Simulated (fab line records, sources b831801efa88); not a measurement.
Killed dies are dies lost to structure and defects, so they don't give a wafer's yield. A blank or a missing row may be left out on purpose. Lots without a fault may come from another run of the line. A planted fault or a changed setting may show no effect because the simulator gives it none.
Which tool did it? | flow sky130 | 12 lots, 34 wafers sampled, at 4 steps of a route of 708

WHAT THE GAUGES READ, wafer by wafer
SKY_DNWELL_TW_MEAS_09. Usual: DNWELL_TW 1112, standard deviation 6.6.
lot  | measured    | on            | DNWELL_TW      | flag
L418 | day 3 05:47 | film_metro-03 | 1106 1109 1111 |
L419 | day 3 12:05 | film_metro-01 | 1104 1106 1103 |
L421 | day 4 05:12 | film_metro-03 | 1109 1110 1110 |
L422 | day 4 11:35 | film_metro-03 | 1111 1110 1116 |
L425 | day 5 00:20 | film_metro-02 | 1111 1106 1114 |
L426 | day 5 00:01 | film_metro-03 | 1116 1117 1122 |
L427 | day 5 09:33 | film_metro-01 | 1113 1110 1114 |
L429 | day 5 17:31 | film_metro-01 | 1109 1110      |
L430 | day 5 20:05 | film_metro-01 | 1107 1108 1101 |
L433 | day 6 10:40 | film_metro-03 | 1110 1116      |
L438 | day 7 18:26 | film_metro-02 | 1121 1119 1125 |
L440 | day 8 01:50 | film_metro-02 | 1126 1119 1121 |

SKY_SD_N_CD_MEAS_07: target cd 380 nm. Usual: cd_nm 380.0 nm, standard deviation 2.4.
lot  | measured     | on        | cd_nm (nm)        | flag
L418 | day 27 15:16 | cd_sem-01 | 377.6 376.6 376.5 |
L419 | day 28 06:52 | cd_sem-01 | 377.4 379.9 380.4 |
L421 | day 30 02:57 | cd_sem-02 | 381.5 380.7 382.5 |
L422 | day 30 00:38 | cd_sem-01 | 377.4 379.6 381.9 |
L425 | day 30 16:50 | cd_sem-01 | 378.9 379.6 377.2 |
L426 | day 30 23:13 | cd_sem-01 | 380.1 382.0 381.9 |
L427 | day 31 03:34 | cd_sem-01 | 377.9 378.9 380.1 |
L429 | day 31 21:41 | cd_sem-01 | 431.6 432.1       | OFF
L430 | day 31 21:38 | cd_sem-02 | 379.3 379.9 379.9 |
L433 | day 32 09:01 | cd_sem-01 | 383.1 432.0       | OFF
L438 | day 34 15:49 | cd_sem-01 | 384.4 381.7 383.9 |
L440 | day 34 16:13 | cd_sem-02 | 378.2 380.6 379.1 |

WHICH TOOL RAN EACH LOT (tool, then ch and the chambers of the sampled wafers, then the start)
lot  | SKY_FIELD_ISO_CMP_27         | SKY_SD_N_COAT_02
L418 | cmp-02 ch 0,3, day 2 12:34   | litho_track-01 ch 0, day 27 01:16
L419 | cmp-01 ch 0,3, day 2 15:36   | litho_track-04 ch 0, day 27 15:55
L421 | cmp-02 ch 0,2, day 3 07:07   | litho_track-04 ch 0, day 29 13:28
L422 | cmp-02 ch 0,1, day 3 15:26   | litho_track-02 ch 0, day 29 10:57
L425 | cmp-01 ch 0,3, day 4 04:51   | litho_track-04 ch 0, day 30 03:14
L426 | cmp-02 ch 0,1,3, day 4 04:51 | litho_track-02 ch 0, day 30 08:13
L427 | cmp-01 ch 1,2,3, day 4 13:52 | litho_track-02 ch 0, day 30 12:18
L429 | cmp-02 ch 0,1, day 4 21:20   | litho_track-02 ch 0, day 31 07:58
L430 | cmp-01 ch 0,2,3, day 5 00:00 | litho_track-01 ch 0, day 31 08:11
L433 | cmp-01 ch 2,3, day 5 13:47   | litho_track-02 ch 0, day 31 19:16
L438 | cmp-01 ch 2,3, day 6 19:35   | litho_track-04 ch 0, day 34 01:02
L440 | cmp-02 ch 0,2,3, day 7 06:37 | litho_track-01 ch 0, day 34 01:39
- SKY_FIELD_ISO_CMP_27: polishes, stops on Si3N4, t overpolish 16 s, target thk 457.8 nm.
- SKY_SD_N_COAT_02: resist thk 1140 nm.

WHAT THE TOOLS THEMSELVES READ (means of the sampled wafers that have a number; where no wafer has one, the mark that the record gives instead)
SKY_FIELD_ISO_CMP_27. Usual: motor_current_A 11.3 A, standard deviation 1.4; overpolish_run_s 16.001 s, standard deviation 0.0088; slurry_flow_ml_min 150.1, standard deviation 0.42; time_to_endpoint_s 114 s, standard deviation 6.5.
lot  | tool   | motor_current_A (A) | overpolish_run_s (s) | slurry_flow_ml_min | time_to_endpoint_s (s) | flag
L418 | cmp-02 | 10.7                | 16.007               | 150.0              | 120                    |
L419 | cmp-01 | 13.1                | 15.993               | 149.9              | 113                    |
L421 | cmp-02 | 11.3                | 16.000               | 149.6              | 122                    |
L422 | cmp-02 | 10.1                | 16.004               | 150.2              | 119                    |
L425 | cmp-01 | 11.9                | 15.996               | 150.2              | 109                    |
L426 | cmp-02 | 10.4                | 15.998               | 150.1              | 114                    |
L427 | cmp-01 | 12.5                | 16.010               | 150.2              | 105                    |
L429 | cmp-02 | 9.9                 | 16.003               | 149.9              | 116                    |
L430 | cmp-01 | 12.5                | 15.991               | 150.0              | 110                    |
L433 | cmp-01 | 12.8                | 15.990               | 150.5              | 106                    |
L438 | cmp-01 | 12.6                | 16.002               | 150.6              | 108                    |
L440 | cmp-02 | 11.2                | 15.999               | 150.1              | 120                    |

THE ANSWER, worked out from the rows above alone
Rule: a lot is off if the mean of its wafers that have a number lies more than 3 standard deviations from the usual mean. A lot without any number at a reading at which 4 lots or more have one is off too. The other lots that the step has rows for count as sound. The gauges are gone through in route order, then the tools' own readings, and for those a lot's mean is taken as printed above. The first step at which some lot is off is used, and at that step the reading that is off furthest; a lot without a number counts as furthest.
Off: L429, L433, at SKY_SD_N_CD_MEAS_07 (cd_nm).
A tool fits if, at a process step before that reading, it ran every lot that is off, and no sound lot after the first of them. The gauges at SKY_SD_N_CD_MEAS_07 are tried like those tools. One fits: litho_track-02 at SKY_SD_N_COAT_02. Its last sound lot is L427 (day 30 12:18), its first lot that is off L429 (day 31 07:58): a fault that began between those two fits.

WHAT THE SIMULATOR HAD PUT IN
Process parameter drift: litho_track-02, from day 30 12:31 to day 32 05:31, at SKY_SD_N_COAT_02. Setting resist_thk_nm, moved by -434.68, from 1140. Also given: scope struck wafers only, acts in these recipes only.
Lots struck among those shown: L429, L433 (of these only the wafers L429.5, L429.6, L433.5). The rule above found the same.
